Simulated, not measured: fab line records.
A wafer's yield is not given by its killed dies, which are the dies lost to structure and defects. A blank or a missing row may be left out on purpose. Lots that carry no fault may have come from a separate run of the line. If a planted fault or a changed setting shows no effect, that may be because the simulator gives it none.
Matching of chambers || flow gf180mcu || 4 sister chambers for GF_V3_CMP_26 on cmp-01
The step polishes, stops on SiO2, t overpolish 15 s, target thk 0 nm. 4 wafers are shown with their chamber, then 10 later ones without.

WAFERS WITH THEIR CHAMBER
{"wafer": "L090.4", "chamber": 3, "motorCurrentA (A)": 10.1}
{"wafer": "L090.6", "chamber": 0, "motorCurrentA (A)": 12.2}
{"wafer": "L091.1", "chamber": 1, "motorCurrentA (A)": 11.7}
{"wafer": "L091.2", "chamber": 2, "motorCurrentA (A)": 10.9}

WAFERS WITH NO CHAMBER GIVEN
{"wafer": "L091.3", "motorCurrentA (A)": 11.8}
{"wafer": "L092.2", "motorCurrentA (A)": 11.8}
{"wafer": "L092.4", "motorCurrentA (A)": 10.6}
{"wafer": "L092.6", "motorCurrentA (A)": 12.9}
{"wafer": "L093.2", "motorCurrentA (A)": 10.3}
{"wafer": "L093.5", "motorCurrentA (A)": 11.1}
{"wafer": "L093.6", "motorCurrentA (A)": 10.0}
{"wafer": "L097.2", "motorCurrentA (A)": 11.0}
{"wafer": "L097.3", "motorCurrentA (A)": 10.1}
{"wafer": "L097.4", "motorCurrentA (A)": 11.8}

THE CHAMBER EACH PASSED THROUGH
{"wafer": "L091.3", "from the rows above": "can't be placed: 1 or 0", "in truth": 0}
{"wafer": "L092.2", "from the rows above": "can't be placed: 1 or 0", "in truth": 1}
{"wafer": "L092.4", "from the rows above": "can't be placed: 2 or 3", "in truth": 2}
{"wafer": "L092.6", "from the rows above": "can't be placed: 0 or 1", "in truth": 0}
{"wafer": "L093.2", "from the rows above": "can't be placed: 3 or 2", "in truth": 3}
{"wafer": "L093.5", "from the rows above": "can't be placed: 2 or 1", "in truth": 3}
{"wafer": "L093.6", "from the rows above": 3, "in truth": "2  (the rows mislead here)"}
{"wafer": "L097.2", "from the rows above": 2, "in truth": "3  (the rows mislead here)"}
{"wafer": "L097.3", "from the rows above": 3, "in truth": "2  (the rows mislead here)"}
{"wafer": "L097.4", "from the rows above": "can't be placed: 1 or 0", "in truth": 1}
Placed correctly: 0 of 10. Cannot be placed on the basis of these rows: 7; the candidates contain the true chamber in 6. Wrongly placed: 3.
How it was worked out, from the rows above alone: a wafer's distance from a chamber is the root of the sum, over the readings, of the square of ((its reading less the chamber's mean) divided by the reading's scatter). If the next closest chamber is less than 2 further off than the closest, the wafer can't be placed; otherwise it belongs to the closest. Each chamber's mean is taken over the wafers shown for it. The scatter (one wafer shown for each chamber): square how far every hidden wafer sits from the nearest shown wafer, average those squares and take the square root.
